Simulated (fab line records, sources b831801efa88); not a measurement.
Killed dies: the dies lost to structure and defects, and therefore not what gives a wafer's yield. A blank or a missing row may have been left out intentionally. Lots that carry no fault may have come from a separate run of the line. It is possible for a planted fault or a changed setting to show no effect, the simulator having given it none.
The same fault as seen by 2 desks | flow gf180mcu | every desk sees just its own numbers, and what lay behind them comes last

## FROM THE METROLOGY DESK
Means of the sampled wafers that have a number, per lot and without regard to the tool the lot ran on: this is what the gauges read. The brackets show how far a lot's mean lies from the usual mean; more than 4 standard deviations puts the lot out of limits, marked OUT.
Columns: A = DNWELL_TW at GF_DNWELL_TW_MEAS_09, usual 1360; B = LVPWELL_OVL at GF_LVPWELL_OVL_MEAS_07, usual 0.2 nm; C = VT_IMPLANT_2_TW at GF_VT_IMPLANT_TW_MEAS_21, usual 1218
lot  | first seen here | A    | B    | C
L816 | day 3 05:01     | 1344 | -0.2 | 1227
L818 | day 3 09:17     | 1367 | -1.6 | 1223
L819 | day 3 22:51     | 1366 | 0.8  | 1208
L820 | day 4 01:32     | 1338 | 2.0  | 1227
L823 | day 4 18:42     | 1366 | 0.4  | 1226
L825 | day 5 04:04     | 1378 | -0.2 | 1229
L826 | day 5 08:14     | 1349 | -0.5 | 1197
L827 | day 5 11:50     | 1352 | 1.5  | 1289 (+6.4) OUT
L828 | day 5 18:14     | 1369 | 1.8  | 1199
L829 | day 6 02:09     | 1361 | -0.8 | 1290 (+6.5) OUT
L830 | day 6 03:13     | 1359 | -0.1 | 1198
L837 | day 7 16:04     | 1365 | -1.5 | 1219
L838 | day 7 19:49     | 1373 | 1.2  | 1235
This desk reports L827, L829 out of limits; the earliest was L827 at day 9 13:10 (VT_IMPLANT_2_TW at GF_VT_IMPLANT_TW_MEAS_21). L816, L818, L819, L820, L823, L825, L826, L828, L830, L837, L838: within limits.

## FOR THE TOOL OWNER'S DESK: implanter-03
For each lot that ran on this tool, the mean over its sampled wafers that have a number, from the tool's own readings at GF_VT_IMPLANT_IMPLANT_19. The brackets show how far a lot's mean lies from the usual mean; more than 4 standard deviations puts the lot out of limits, marked OUT.
Columns: A = beam-energy-keV at GF_VT_IMPLANT_IMPLANT_19, usual 100.00; B = tilt-deg at GF_VT_IMPLANT_IMPLANT_19, usual 6.997 degrees
lot  | first seen here | A                        | B
L820 | day 7 18:39     | 99.97                    | 7.004
L823 | day 8 17:28     | 100.00                   | 6.988
L825 | day 9 02:14     | 100.01                   | 6.991
L826 | day 9 06:35     | 99.99                    | 6.979
L827 | day 9 12:57     | 120.93 (+99 or more) OUT | 6.989
L829 | day 10 05:15    | 120.95 (+99 or more) OUT | 6.982
This desk's finding: out of limits on L827, L829; first on L827, day 9 12:57 (beam-energy-keV at GF_VT_IMPLANT_IMPLANT_19). L820, L823, L825, L826: within limits.

## BROUGHT TOGETHER
The tool owner's desk had the chance to raise an alarm at day 9 12:57 on L827, L829.
On L827, L829, the metrology desk was in a position to raise an alarm at day 9 13:10.
GF_VT_IMPLANT_IMPLANT_19 was run on implanter-03 by each of the lots named.

## WHAT THE SIMULATOR HAD PUT IN
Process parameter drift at GF_VT_IMPLANT_IMPLANT_19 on implanter-03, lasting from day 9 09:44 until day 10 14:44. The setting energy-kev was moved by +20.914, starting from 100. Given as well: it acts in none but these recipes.
Struck lots among those shown: L827, L829.
Fault start to first reading out of limits, in hours, per desk: tool owner, 3; metrology, 3.
